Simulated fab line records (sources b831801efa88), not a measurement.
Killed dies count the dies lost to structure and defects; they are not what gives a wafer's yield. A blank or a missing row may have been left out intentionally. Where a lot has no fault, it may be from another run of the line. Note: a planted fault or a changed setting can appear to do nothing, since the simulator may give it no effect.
Which tool was responsible? || flow sky130 || 6 lots with 18 wafers sampled at 2 steps, on a route of 708 steps

WHAT EACH GAUGE READ, for each wafer
SKY_POLY_GATE_THK_MEAS_21.
{"lot": "L466", "measured": "day 18 06:37", "on": "film-metro-02", "POLY_GATE_OXIDATION_THK (nm)": "3.95 3.99 4.03"}
{"lot": "L468", "measured": "day 18 16:27", "on": "film-metro-03", "POLY_GATE_OXIDATION_THK (nm)": "4.04 3.96 4.00"}
{"lot": "L472", "measured": "day 20 06:47", "on": "film-metro-01", "POLY_GATE_OXIDATION_THK (nm)": "3.97 3.95 4.01"}
{"lot": "L478", "measured": "day 22 04:59", "on": "film-metro-03", "POLY_GATE_OXIDATION_THK (nm)": "2.51 2.57 2.47"}
{"lot": "L485", "measured": "day 24 15:54", "on": "film-metro-03", "POLY_GATE_OXIDATION_THK (nm)": "4.05 3.99 4.02"}
{"lot": "L486", "measured": "day 24 20:34", "on": "film-metro-02", "POLY_GATE_OXIDATION_THK (nm)": "4.03 3.95 3.95"}

WHAT TOOL EACH LOT RAN ON (gives the tool, then ch and the chambers of the sampled wafers, and finally the start)
{"lot": "L466", "SKY_POLY_GATE_OXIDATION_20": "furnace-01 ch 0, day 18 05:22"}
{"lot": "L468", "SKY_POLY_GATE_OXIDATION_20": "furnace-01 ch 0, day 18 15:12"}
{"lot": "L472", "SKY_POLY_GATE_OXIDATION_20": "furnace-01 ch 0, day 20 05:31"}
{"lot": "L478", "SKY_POLY_GATE_OXIDATION_20": "furnace-01 ch 0, day 22 03:43"}
{"lot": "L485", "SKY_POLY_GATE_OXIDATION_20": "furnace-02 ch 0, day 24 14:38"}
{"lot": "L486", "SKY_POLY_GATE_OXIDATION_20": "furnace-02 ch 0, day 24 19:19"}
- SKY_POLY_GATE_OXIDATION_20: stabilise 600 s, purge 300 s, target thk 4 nm.

THE ANSWER, worked out from the rows above alone
Rule: what is usual is taken from the lots themselves. The widest of any qualifying gaps counts: lots, ordered by their means at a reading, are off when they make up no more than a third of the lots, leave a main group of 4 or more, and stand apart from it by 3 or more times the standard deviation of that group's means. A main group whose means are all the same, to the digits that the tables above print for the reading, isn't used. A lot without any number at a reading at which 4 lots or more have one is off too. Any other lot the step has rows for is counted as sound.
Off: L478, seen at SKY_POLY_GATE_THK_MEAS_21 (POLY_GATE_OXIDATION_THK). For the main group the mean is 3.99 nm and the standard deviation 0.016.
If a tool, at a process step before that reading, ran all the lots that are off and no sound lot after the first of them, it fits. The gauges at SKY_POLY_GATE_THK_MEAS_21 are tried like those tools. One fits: SKY_POLY_GATE_OXIDATION_20 on furnace-01. Its last sound lot is L472 (day 20 05:31), its first lot that is off L478 (day 22 03:43): a fault that began between those two fits.

WHAT WAS PUT IN BY THE SIMULATOR
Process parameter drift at SKY_POLY_GATE_OXIDATION_20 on furnace-01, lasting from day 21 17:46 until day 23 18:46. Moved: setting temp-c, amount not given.
Shown lots that were struck: L478. The same result came from the rule above.
